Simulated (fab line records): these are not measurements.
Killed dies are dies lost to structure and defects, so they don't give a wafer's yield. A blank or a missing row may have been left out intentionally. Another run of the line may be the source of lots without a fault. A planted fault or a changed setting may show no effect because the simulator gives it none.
Matching of chambers :: flow gf180mcu :: 4 sister chambers for GF_CONTACT_CMP_04 on cmp-01
The step polishes SiO2. 4 wafers are shown with their chamber, then 9 later ones without.

WAFERS, EACH WITH ITS CHAMBER
wafer: L647.1
chamber: 3
motor_current_A (A): 13.8

wafer: L652.1
chamber: 2
motor_current_A (A): 13.5

wafer: L652.3
chamber: 1
motor_current_A (A): 12.9

wafer: L652.4
chamber: 0
motor_current_A (A): 12.1

WAFERS WITHOUT THEIR CHAMBER
wafer: L655.1
motor_current_A (A): 14.0

wafer: L655.3
motor_current_A (A): 13.7

wafer: L655.5
motor_current_A (A): 13.2

wafer: L657.2
motor_current_A (A): 12.6

wafer: L657.3
motor_current_A (A): 13.0

wafer: L657.6
motor_current_A (A): 12.1

wafer: L664.2
motor_current_A (A): 13.0

wafer: L664.3
motor_current_A (A): 13.9

wafer: L664.5
motor_current_A (A): 13.5

WHICH CHAMBER EACH ONE RAN IN
wafer: L655.1
from the rows above: can't be placed: 3 or 2
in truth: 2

wafer: L655.3
from the rows above: can't be placed: 3 or 2
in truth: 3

wafer: L655.5
from the rows above: can't be placed: 1 or 2 or 3
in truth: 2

wafer: L657.2
from the rows above: can't be placed: 1 or 0
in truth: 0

wafer: L657.3
from the rows above: 1
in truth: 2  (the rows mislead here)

wafer: L657.6
from the rows above: 0
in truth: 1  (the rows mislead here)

wafer: L664.2
from the rows above: 1
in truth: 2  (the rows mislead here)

wafer: L664.3
from the rows above: can't be placed: 3 or 2
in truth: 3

wafer: L664.5
from the rows above: can't be placed: 2 or 3
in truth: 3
Correct placement for 0 of the 9. Can't be placed from these rows: 6 (the true chamber is among the candidates in 6). Number placed wrongly: 3.
How it was worked out, from the rows above alone: a wafer's distance from a chamber is the root of the sum, over the readings, of the square of ((its reading less the chamber's mean) divided by the reading's scatter). The wafer belongs to the nearest chamber; if the next one is less than 2 further off, it can't be placed. A chamber's mean is the mean of its shown wafers. The scatter: root of mean squared gap, hidden wafer to nearest shown wafer, with one shown wafer a chamber.
